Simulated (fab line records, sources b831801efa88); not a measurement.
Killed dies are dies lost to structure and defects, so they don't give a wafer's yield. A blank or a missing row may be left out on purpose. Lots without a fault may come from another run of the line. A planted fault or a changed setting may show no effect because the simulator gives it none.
Which tool did it? | flow sky130 | 14 lots, 42 wafers sampled, at 3 steps of a route of 708

WHAT THE GAUGES READ, wafer by wafer
SKY_LI_CONTACT_CD_MEAS_12: target cd 170 nm. Usual: cd_nm 169.9 nm, standard deviation 1.4.
lot  | measured     | on        | cd_nm (nm)        | flag
L645 | day 29 21:14 | cd_sem-01 | 170.3 171.0 171.8 |
L646 | day 30 01:07 | cd_sem-01 | 169.4 167.6 168.3 |
L648 | day 30 13:20 | cd_sem-01 | 168.1 169.8 170.3 |
L649 | day 31 00:19 | cd_sem-01 | 168.4 168.3 170.0 |
L650 | day 31 08:30 | cd_sem-01 | 166.5 167.1 168.8 |
L657 | day 33 20:27 | cd_sem-01 | 169.5 168.8 169.6 |
L660 | day 34 17:18 | cd_sem-02 | 170.9 172.9 171.8 |
L661 | day 34 21:32 | cd_sem-01 | 167.8 169.5 168.6 |
L662 | day 35 04:17 | cd_sem-02 | 172.2 172.2 173.2 |
L664 | day 35 20:36 | cd_sem-02 | 170.3 168.9 168.2 |
L666 | day 36 06:56 | cd_sem-01 | 170.5 170.6 171.2 |
L667 | day 36 12:42 | cd_sem-02 | 168.9 170.3 169.0 |

WHICH TOOL RAN EACH LOT (tool, then ch and the chambers of the sampled wafers, then the start)
lot  | SKY_FIELD_ISO_DEVELOP_12         | SKY_SD_P_STRIP_10
L645 | litho_track-03 ch 0, day 2 12:00 | plasma_asher-03 ch 0,1, day 26 05:02
L646 | litho_track-03 ch 0, day 2 16:00 | plasma_asher-03 ch 0,1, day 26 09:34
L648 | litho_track-02 ch 0, day 3 01:00 | plasma_asher-02 ch 0, day 26 23:58
L649 | litho_track-03 ch 0, day 3 07:00 | plasma_asher-02 ch 0, day 27 09:28
L650 | litho_track-04 ch 0, day 3 13:00 | plasma_asher-04 ch 0,1, day 27 19:33
L657 | litho_track-04 ch 0, day 5 01:00 | plasma_asher-02 ch 0,1, day 30 09:36
L658 | litho_track-04, day 5 04:00      | -
L659 | litho_track-03, day 5 09:00      | -
L660 | litho_track-04 ch 0, day 5 16:00 | plasma_asher-03 ch 0,1, day 31 07:18
L661 | litho_track-02 ch 0, day 5 19:00 | plasma_asher-03 ch 0, day 31 11:13
L662 | litho_track-04 ch 0, day 6 00:00 | plasma_asher-03 ch 0,1, day 31 17:34
L664 | litho_track-02 ch 0, day 6 14:00 | plasma_asher-02 ch 0,1, day 32 10:52
L666 | litho_track-03 ch 0, day 6 23:00 | plasma_asher-02 ch 0,1, day 32 20:25
L667 | litho_track-04 ch 0, day 7 03:00 | plasma_asher-02 ch 0,1, day 33 03:51
- SKY_FIELD_ISO_DEVELOP_12: develop time 60 s.
- SKY_SD_P_STRIP_10: strips in O2/N2.

WHAT THE TOOLS THEMSELVES READ (means of the sampled wafers that have a number; where no wafer has one, the mark that the record gives instead)
SKY_FIELD_ISO_DEVELOP_12. Usual: chill_plate_temp_C 22.98 C, standard deviation 0.1; resist_line_temp_C 23.01 C, standard deviation 0.1.
lot  | tool           | chill_plate_temp_C (C) | resist_line_temp_C (C) | flag
L645 | litho_track-03 | 23.13                  | 23.01                  |
L646 | litho_track-03 | 23.09                  | 23.00                  |
L648 | litho_track-02 | 22.93                  | 23.10                  |
L649 | litho_track-03 | 22.99                  | 22.97                  |
L650 | litho_track-04 | 22.97                  | 22.95                  |
L657 | litho_track-04 | 22.86                  | 23.11                  |
L658 | litho_track-04 | -                      | -                      | OFF
L659 | litho_track-03 | -                      | -                      | OFF
L660 | litho_track-04 | 23.09                  | 23.02                  |
L661 | litho_track-02 | 23.01                  | 22.94                  |
L662 | litho_track-04 | 22.88                  | 23.12                  |
L664 | litho_track-02 | 23.05                  | 22.90                  |
L666 | litho_track-03 | 23.06                  | 23.05                  |
L667 | litho_track-04 | 22.96                  | 23.03                  |

SKY_SD_P_STRIP_10. Usual: drypump_motor_current_A 6.0 A, standard deviation 0.69; oes_product_au 0.617 a.u., standard deviation 0.0044; strip_time_to_endpoint_s 17.50 s, standard deviation 0.036.
lot  | tool            | drypump_motor_current_A (A) | oes_product_au (a.u.) | strip_time_to_endpoint_s (s) | flag
L645 | plasma_asher-03 | 6.2                         | 0.618                 | 17.54                        |
L646 | plasma_asher-03 | 6.2                         | 0.617                 | 17.56                        |
L648 | plasma_asher-02 | 6.5                         | 0.616                 | 17.51                        |
L649 | plasma_asher-02 | 6.5                         | 0.616                 | 17.45                        |
L650 | plasma_asher-04 | 6.4                         | 0.616                 | 17.50                        |
L657 | plasma_asher-02 | 6.0                         | 0.615                 | 17.48                        |
L660 | plasma_asher-03 | 6.2                         | 0.616                 | 17.45                        |
L661 | plasma_asher-03 | 6.1                         | 0.612                 | 17.48                        |
L662 | plasma_asher-03 | 6.2                         | 0.618                 | 17.47                        |
L664 | plasma_asher-02 | 5.5                         | 0.620                 | 17.54                        |
L666 | plasma_asher-02 | 6.0                         | 0.620                 | 17.53                        |
L667 | plasma_asher-02 | 5.4                         | 0.618                 | 17.51                        |

THE ANSWER, worked out from the rows above alone
Rule: a lot is off if the mean of its wafers that have a number lies more than 3 standard deviations from the usual mean. A lot without any number at a reading at which 4 lots or more have one is off too. The other lots that the step has rows for count as sound. The gauges are gone through in route order, then the tools' own readings, and for those a lot's mean is taken as printed above. The first step at which some lot is off is used, and at that step the reading that is off furthest; a lot without a number counts as furthest.
Off: L658, L659, at SKY_FIELD_ISO_DEVELOP_12 (chill_plate_temp_C). Without a number there: L658, L659.
A tool fits if, at that step or a process step before it, it ran every lot that is off, and no sound lot after the first of them. None of those tried fits.

WHAT THE SIMULATOR HAD PUT IN
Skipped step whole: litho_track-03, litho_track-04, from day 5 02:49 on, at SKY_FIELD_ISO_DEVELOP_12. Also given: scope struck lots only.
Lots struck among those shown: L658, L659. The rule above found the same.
